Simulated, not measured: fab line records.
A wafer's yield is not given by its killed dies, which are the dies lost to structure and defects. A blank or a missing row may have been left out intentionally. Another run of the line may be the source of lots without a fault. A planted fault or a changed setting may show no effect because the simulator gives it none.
Which of the tools did it?	flow sky130	6 lots, 18 wafers sampled, at 1 step of a route of 708

== WHAT EACH GAUGE READ, for each wafer ==
SKY_SONOS_TUNNEL_OVL_MEAS_08.
lot	measured	on	SONOS_TUNNEL_OVL (nm)
L505	day 12 11:26	overlay-02	4.2 4.8 5.4
L508	day 13 10:08	overlay-01	0.5 3.1 1.6
L513	day 14 22:35	overlay-02	0.8 1.7 -1.2
L518	day 16 12:56	overlay-02	3.4 4.0 3.4
L520	day 17 06:56	overlay-01	0.7 3.2 1.9
L523	day 17 22:39	overlay-01	2.2 1.8 0.7

== WHICH TOOL RAN EACH LOT (tool, then ch and the chambers of the sampled wafers, then the start) ==
The record shows no process step preceding these readings.

== THE ANSWER, worked out from the rows above alone ==
Rule: the usual values come from the lots themselves. Put in order of their means at a reading, lots are off if they are a third of the lots or fewer, leave a main group of 4 or more, and stand apart from it by a gap of 3 or more times the standard deviation of the main group's means; of several such gaps the widest counts. If all means in a main group match to the digits the tables above print for the reading, that group is not used. Also off: a lot with no number at a reading for which 4 or more lots have one. The other lots that the step has rows for count as sound.
No lot is off on any of the readings shown, so nothing can be concluded from this.

== WHAT HAD BEEN PUT IN BY THE SIMULATOR ==
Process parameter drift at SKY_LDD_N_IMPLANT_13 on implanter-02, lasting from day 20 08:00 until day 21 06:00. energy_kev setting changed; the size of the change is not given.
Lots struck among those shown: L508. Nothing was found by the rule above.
